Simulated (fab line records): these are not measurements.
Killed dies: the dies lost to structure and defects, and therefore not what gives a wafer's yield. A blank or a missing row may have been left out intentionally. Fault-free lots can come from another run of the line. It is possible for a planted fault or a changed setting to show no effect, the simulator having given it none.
fab line records	flow sky130
[record] lots = 7	wafers = 21	last_day = 50
route steps=708 shown POLY_GATE@219
lots with no fault: from the same line, run without faults
start_h: hours from the record's opening day to when the first of the lot's shown wafers began	wait_h: hours from the lot's prior step to this one	" unchanged from the row above	L1.1+2: one row covering several wafers at once	- value missing, or start not given	* or withheld: withheld	< > ~ a bound
route shown NAME@n: names a module that has steps shown in the file, with the first one's number in the route	usual: mean and standard deviation over wafers with no fault	same: alike in all rows	chamber/n: place in a boat	sites: the reading at each site	_std_site: standard deviation across them	_edge_site: mean of outer sites minus mean of inner sites	radius_mm: how far each site lies from the wafer's centre	mask NAME#n: copy n	behind: the tool/chamber that last shaped the wafer	hold: what put the lot on hold/how long, in hours/how the hold closed	device: names the non-switching transistor (n, p or np)	end of line: the same wafers' tests at the end of the route	for a step that has no rows: nothing shown but its recipe	killed: not the wafer's yield, but the dies lost to structure and defects at the first sort	map: a wafer's dies, marking killed ones x, the rest . and places with no die _
set.NAME: the run value of the setting; set.NAME@STEP: its run value at that earlier step	model.NAME: the simulator's own value behind a step, which no gauge read
lots at selected steps of the route; one table per step, one row per wafer
services: a tool's chamber out of use, with start hour (start_h, from the record's first day; less than 0 if before it), hours out, and reason
[[steps]]
[step SKY_POLY_GATE_DEHYDRATE_05]
[recipe] temp_c = 200	time_s = 60
[step SKY_POLY_GATE_HMDS_06]
[recipe] prime_time_s = 60	prime_temp_c = 120
[step SKY_POLY_GATE_COAT_07]
[recipe] resist = BARC	temp_c = withheld	time_s = withheld	spin_rpm = 3000	resist_thk_nm = 110
[step SKY_POLY_GATE_COAT_08]
[recipe] resist = KrF-thick	spin_rpm = 3000	resist_thk_nm = 450
[step SKY_POLY_GATE_SOFTBAKE_09]
[recipe] temp_c = 100	time_s = 90	resist = KrF-thick
[step SKY_POLY_GATE_EXPOSE_10]
[recipe] mask_id = P1M	na = 0.68	source_shape = conventional	sigma_outer = 0.6	target_cd_nm = 150	dose_mj = 28
[step SKY_POLY_GATE_PEB_11]
[recipe] peb_temp_c = withheld	peb_time_s = withheld	resist = KrF-thick
[step SKY_POLY_GATE_DEVELOP_12]
[recipe] develop_time_s = 60	resist = KrF-thick	dev_temp_c = 21
[step SKY_POLY_GATE_CD_MEAS_13]
[recipe] target_cd_nm = 150
[usual] cd_nm = 150.2/1.3
lot.wafer	tool	chamber	start_h	wait_h	cd_nm
L666.1	cd_sem-02	-	401.84	-	150.0
L666.2	"	-	"	"	149.8
L666.6	"	-	"	"	148.5
L670.3	cd_sem-01	-	433.63	-	151.8
L670.4	"	-	"	"	150.9
L670.6	"	-	"	"	152.8
L672.1	cd_sem-02	-	453.39	-	150.1
L672.2	"	-	"	"	152.8
L672.6	"	-	"	"	151.7
L673.1	cd_sem-02	-	469.53	-	148.0
L673.5	"	-	"	"	146.2
L673.6	"	-	"	"	148.9
L674.2	cd_sem-01	-	474.56	-	150.5
L674.3	"	-	"	"	148.9
L674.5	"	-	"	"	149.1
L683.1	cd_sem-01	-	549.46	-	150.5
L683.5	"	-	"	"	150.4
L683.6	"	-	"	"	151.0
L684.1	cd_sem-01	-	551.48	-	149.0
L684.2	"	-	"	"	148.3
L684.3	"	-	"	"	147.7
[step SKY_POLY_GATE_OVL_MEAS_14]
[usual] POLY_GATE_OVL = 1/5.2
lot.wafer	tool	chamber	start_h	wait_h	POLY_GATE_OVL[nm]
L666.1	overlay-02	-	401.96	0.1	3
L666.2	"	-	"	"	0
L666.6	"	-	"	"	6
L670.3	overlay-02	-	433.73	0.1	-1
L670.4	"	-	"	"	-1
L670.6	"	-	"	"	-1
L672.1	overlay-01	-	453.51	0.1	2
L672.2	"	-	"	"	4
L672.6	"	-	"	"	-5
L673.1	overlay-02	-	469.65	0.1	1
L673.5	"	-	"	"	8
L673.6	"	-	"	"	1
L674.2	overlay-02	-	474.67	0.1	-11
L674.3	"	-	"	"	-2
L674.5	"	-	"	"	-7
L683.1	overlay-02	-	549.58	0.1	0
L683.5	"	-	"	"	-1
L683.6	"	-	"	"	11
L684.1	overlay-01	-	551.60	0.1	5
L684.2	"	-	"	"	-3
L684.3	"	-	"	"	6
[step SKY_POLY_GATE_ETCH_15]
[recipe] chemistry = N2/H2	target = BARC	ion_energy_ev = 200	source_w = 500	bias_w = 100	pressure_mtorr = 30	n2_flow_sccm = 100	h2_flow_sccm = 200	stop_on = SiO2	time_s = 118.5	target_depth_a = 1100
[usual] drypump_motor_current_A = 5.7/0.43	oes_product_au = 0.716/0.0045	run_length_s = 146.9/0.4	throttle_valve_pct = 13.214/0.0099
[same] time_s = 118.5
lot.wafer	tool	chamber	start_h	wait_h	drypump_motor_current_A	oes_product_au	rf_hours_counter_h	run_length_s	throttle_valve_pct
L666.1	rie_diel-03	3	402.00	0.0	5.9	0.713	85	146.6	13.210
L666.2	"	0	"	"	5.8	0.710	68	146.1	13.230
L666.6	"	3	"	"	6.0	0.715	-	146.1	13.217
L670.3	rie_diel-01	3	433.75	0.0	5.5	0.716	5	147.0	13.212
L670.4	"	2	"	"	6.4	0.713	11	147.5	13.222
L670.6	"	0	"	"	5.4	0.715	-	147.1	13.212
L672.1	rie_diel-01	2	453.55	0.0	6.4	0.716	12	147.6	13.216
L672.2	"	0	"	"	5.4	0.710	3	147.1	13.192
L672.6	"	3	"	"	5.5	0.717	-	146.6	13.205
L673.1	rie_diel-02	3	469.68	0.0	5.1	0.713	9	146.8	13.214
L673.5	"	2	"	"	5.7	0.722	-	147.1	13.218
L673.6	"	1	"	"	5.4	0.714	-	147.4	13.226
L674.2	rie_diel-01	3	474.70	0.0	5.5	0.707	5	146.6	13.226
L674.3	"	2	"	"	6.4	0.717	12	147.4	13.186
L674.5	"	3	"	"	5.5	0.717	-	146.6	13.225
L683.1	rie_diel-02	2	549.62	0.0	5.7	0.709	8	146.9	13.213
L683.5	"	1	"	"	5.4	0.717	-	147.8	13.213
L683.6	"	0	"	"	5.8	0.717	-	146.9	13.217
L684.1	rie_diel-01	0	551.64	0.0	5.5	0.724	5	147.3	13.228
L684.2	"	1	"	"	6.2	0.712	16	146.9	13.204
L684.3	"	2	"	"	6.4	0.710	13	147.6	13.188
[step SKY_POLY_GATE_ETCH_16]
[recipe] stop_on = poly-Si	chemistry = CH3F/O2	target = Si3N4	source_w = 400	bias_w = 80	pressure_mtorr = 25	ch3f_flow_sccm = 40	O2_flow_sccm = 30	time_s = 147.5	target_depth_a = 750
[usual] drypump_motor_current_A = 5.7/0.43	oes_product_au = 0.640/0.0047	run_length_s = 176.0/0.42	throttle_valve_pct = 10.535/0.0098
[same] time_s = 147.5
lot.wafer	tool	chamber	start_h	wait_h	drypump_motor_current_A	oes_product_au	rf_hours_counter_h	run_length_s	throttle_valve_pct
L666.1	rie_diel-03	3	402.08	0.0	5.9	0.644	85	175.2	10.549
L666.2	"	0	"	"	5.8	0.635	68	175.3	10.533
L666.6	"	3	"	"	5.9	0.641	-	175.4	10.540
L670.3	rie_diel-01	3	433.83	0.0	5.5	0.632	5	175.7	10.518
L670.4	"	2	"	"	6.4	0.643	11	176.6	10.550
L670.6	"	0	"	"	5.4	0.644	-	176.5	10.537
L672.1	rie_diel-01	2	453.63	0.0	6.4	0.647	12	176.4	10.520
L672.2	"	0	"	"	5.5	0.640	3	176.2	10.540
L672.6	"	3	"	"	5.5	0.640	-	175.5	10.536
L673.1	rie_diel-02	3	469.77	0.0	5.1	0.635	9	176.1	10.518
L673.5	"	2	"	"	5.7	0.634	-	175.7	10.528
L673.6	"	1	"	"	5.4	0.641	-	176.3	10.537
L674.2	rie_diel-01	3	474.78	0.0	5.5	0.632	5	175.7	10.545
L674.3	"	2	"	"	6.4	0.637	12	176.9	10.548
L674.5	"	3	"	"	5.5	0.641	-	175.7	10.534
L683.1	rie_diel-02	2	549.70	0.0	5.6	0.639	8	175.9	10.537
L683.5	"	1	"	"	5.4	0.636	-	176.2	10.551
L683.6	"	0	"	"	5.8	0.646	-	176.2	10.533
L684.1	rie_diel-01	0	551.72	0.0	5.4	0.650	5	175.8	10.536
L684.2	"	1	"	"	6.1	0.643	16	176.2	10.525
L684.3	"	2	"	"	6.3	0.643	13	177.1	10.528
[step SKY_POLY_GATE_ETCH_17]
[recipe] target_depth_nm = 180	stop_on = SiO2	over_etch_frac = 0.56667	chemistry = HBr/Cl2	target = poly-Si	icp_w = 400	bias_w = 100	pressure_mtorr = 10	HBr_flow_sccm = 150	Cl2_flow_sccm = 50	time_s = 70.5
[usual] drypump_motor_current_A = 5.6/0.56	oes_product_au = 0.984/0.0094	run_length_s = 98.8/0.45	throttle_valve_pct = 33.685/0.0089
lot.wafer	tool	chamber	start_h	wait_h	drypump_motor_current_A	oes_product_au	rf_hours_counter_h	run_length_s	throttle_valve_pct	model.etch.depth_nm	model.POLY_GATE.feature_depth_nm	model.KrF-thick_of_POLY_GATE_COAT_08.thk_nm
L666.1	rie_si-01	2	402.18	0.0	4.7	0.974	2	97.9	33.688	175.2	175.2	143.3
L666.2	"	1	"	"	6.2	0.982	31	98.1	33.694	176.5	176.5	140.2
L666.6	"	2	"	"	4.7	0.976	-	98.0	33.689	175.7	175.7	141.9
L670.3	rie_si-02	0	433.93	0.0	5.1	0.977	51	98.7	33.677	176	176	142.5
L670.4	"	2	"	"	5.1	0.988	36	99.3	33.676	177.8	177.8	138.1
L670.6	"	3	"	"	6.1	0.991	-	87.9	33.702	151	151	153.6
L672.1	rie_si-02	2	453.73	0.0	5.1	1.012	36	88.6	33.679	154	154	150.6
L672.2	"	1	"	"	6.3	0.988	29	98.8	33.684	178.6	178.6	136.8
L672.6	"	2	"	"	5.1	0.994	-	88.7	33.685	154.7	154.7	150.6
L673.1	rie_si-02	0	469.87	0.0	5.1	1.006	51	88.3	33.698	154.8	154.8	151.3
L673.5	"	3	"	"	6.2	0.994	-	99.1	33.678	180.8	180.8	140.3
L673.6	"	2	"	"	5.1	1.021	-	88.4	33.683	156.8	156.8	147.8
L674.2	rie_si-01	2	474.88	0.0	4.7	0.984	2	97.8	33.699	177	177	147.4
L674.3	"	0	"	"	5.7	0.977	36	98.9	33.679	172.5	172.5	146.4
L674.5	"	1	"	"	6.2	0.977	-	98.9	33.681	175.1	175.1	145
L683.1	rie_si-02	3	549.80	0.0	6.1	0.983	29	98.8	33.690	176.2	176.2	141.9
L683.5	"	1	"	"	6.3	0.991	-	99.1	33.674	179.8	179.8	131.8
L683.6	"	0	"	"	5.1	0.994	-	98.8	33.681	179.6	179.6	134.7
L684.1	rie_si-01	3	551.82	0.0	5.6	0.988	3	98.5	33.694	179.5	179.5	140.4
L684.2	"	0	"	"	5.7	0.967	36	98.9	33.693	170.5	170.5	144.5
L684.3	"	2	"	"	4.7	0.989	2	98.2	33.676	177.1	177.1	140.3
[step SKY_POLY_GATE_STRIP_18]
[recipe] chemistry = O2/N2	power_w = 1400	pressure_mtorr = 1500	platen_temp_c = withheld	o2_flow_sccm = 3000	n2_flow_sccm = 300	overash_fraction = 0.5
[usual] drypump_motor_current_A = 5.7/0.66	oes_product_au = 0.361/0.0049	strip_time_to_endpoint_s = 3.17/0.039
lot.wafer	tool	chamber	start_h	wait_h	drypump_motor_current_A	oes_product_au	rf_hours_counter_h	strip_time_to_endpoint_s
L666.1	plasma_asher-01	1	402.24	0.0	4.8	0.364	28	3.20
L666.2	"	0	"	"	5.0	0.364	28	3.16
L666.6	"	0	"	"	5.0	0.363	-	3.20
L670.3	plasma_asher-01	0	434.02	0.1	5.0	0.367	-	3.21
L670.4	"	1	"	"	4.8	0.357	-	3.14
L670.6	"	0	"	"	5.0	0.362	-	3.31
L672.1	plasma_asher-03	0	453.79	0.0	5.4	0.364	77	3.30
L672.2	"	1	"	"	6.4	0.366	77	3.13
L672.6	"	1	"	"	6.4	0.358	-	3.29
L673.1	plasma_asher-03	1	469.92	0.0	6.3	0.360	79	3.28
L673.5	"	0	"	"	5.4	0.361	-	3.17
L673.6	"	1	"	"	6.4	0.369	-	3.25
L674.2	plasma_asher-03	1	474.94	0.0	6.3	0.358	80	3.25
L674.3	"	0	"	"	5.4	0.368	-	3.24
L674.5	"	1	"	"	6.3	0.357	-	3.21
L683.1	plasma_asher-02	0	549.85	0.0	6.6	0.359	11	3.18
L683.5	"	0	"	"	6.5	0.357	-	3.08
L683.6	"	1	"	"	5.8	0.362	-	3.10
L684.1	plasma_asher-02	0	551.88	0.0	6.6	0.355	11	3.18
L684.2	"	1	"	"	5.8	0.362	11	3.22
L684.3	"	0	"	"	6.6	0.360	-	3.15
[step SKY_POLY_GATE_CLEAN_19]
[recipe] chemistry = SC1/SC2	mix = 1:4:20	temp_c = 70	time_s = 150	dry = n2_spin
[[services]]
tool	chamber	start_h	hours	kind
rie_si-01	0	394.14	11.8	repair
rie_si-01	-	406.10	28.1	pm
rie_diel-02	1	418.86	8.9	repair
plasma_asher-03	-	419.42	1.1	repair
plasma_asher-02	-	421.25	9.0	pm
plasma_asher-02	0	421.25	9.0	vent_cycle
plasma_asher-02	1	421.25	9.0	vent_cycle
plasma_asher-02	-	426.04	0.7	repair
plasma_asher-02	0	430.25	-	clean
plasma_asher-02	1	430.25	-	clean
plasma_asher-01	-	442.52	1.5	repair
rie_diel-01	3	444.59	5.6	repair
plasma_asher-02	-	446.25	10.6	repair
rie_diel-01	0	456.03	8.7	repair
rie_diel-01	-	456.57	14.6	pm
rie_diel-01	0	471.46	3.8	repair
plasma_asher-02	-	486.81	1.3	repair
rie_si-02	0	518.03	-	clean
rie_si-02	0	518.03	18.2	scheduled_down
rie_si-02	0	518.03	18.2	vent_cycle
rie_diel-03	3	519.52	-	clean
rie_diel-03	3	519.52	29.8	scheduled_down
rie_diel-03	3	519.52	29.8	vent_cycle
[[key]]
[first_sign] step = SKY_POLY_GATE_ETCH_17	reading = run_length_s	direction = down	sigmas = 23	usual = *	struck = *
[effect] step = SKY_POLY_GATE_ETCH_17	reading = oes_product_au	direction = up	sigmas = 2.2	usual = 0.984	struck = 1.005	wafers_moved = 3
[effect] step = SKY_POLY_GATE_STRIP_18	reading = strip_time_to_endpoint_s	direction = up	sigmas = 3.1	usual = *	struck = *
[model_effect] step = SKY_POLY_GATE_ETCH_17	value = etch.depth_nm	without = 179.1	struck = 154.3
met_at SKY_POLY_GATE_ETCH_17
struck_wafers L670.6,L672.1,L672.6,L673.1,L673.6
later_rows_left_out L670.6,L672.1,L672.6,L673.1,L673.6
sort_left_out L670.6,L672.1,L672.6,L673.1,L673.6
tester_left_out L670,L672,L673
[fault] kind = process_parameter_drift	tool = rie_si-02	chamber = -	onset_h = 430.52	steps = SKY_POLY_GATE_ETCH_17	channel = time_s	offset = *	shape = step	end_h = 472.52	scope = struck_wafers_only	acts_in = *	stated = *
// tester_left_out: of these lots the tester's yield and bins aren't shown, on N5 and GAA mostly nor the transistor test; their killed dies are dies lost to structure and defects alone, not to doping, threshold or leakage, so they don't give the yield
// sort_left_out: the simulated sort isn't trusted on such a fault, so these wafers' sort isn't shown, and their yield isn't known
// later_rows_left_out: the simulator's readings of these wafers behind a module that went badly wrong aren't trusted and aren't shown, but for the sort
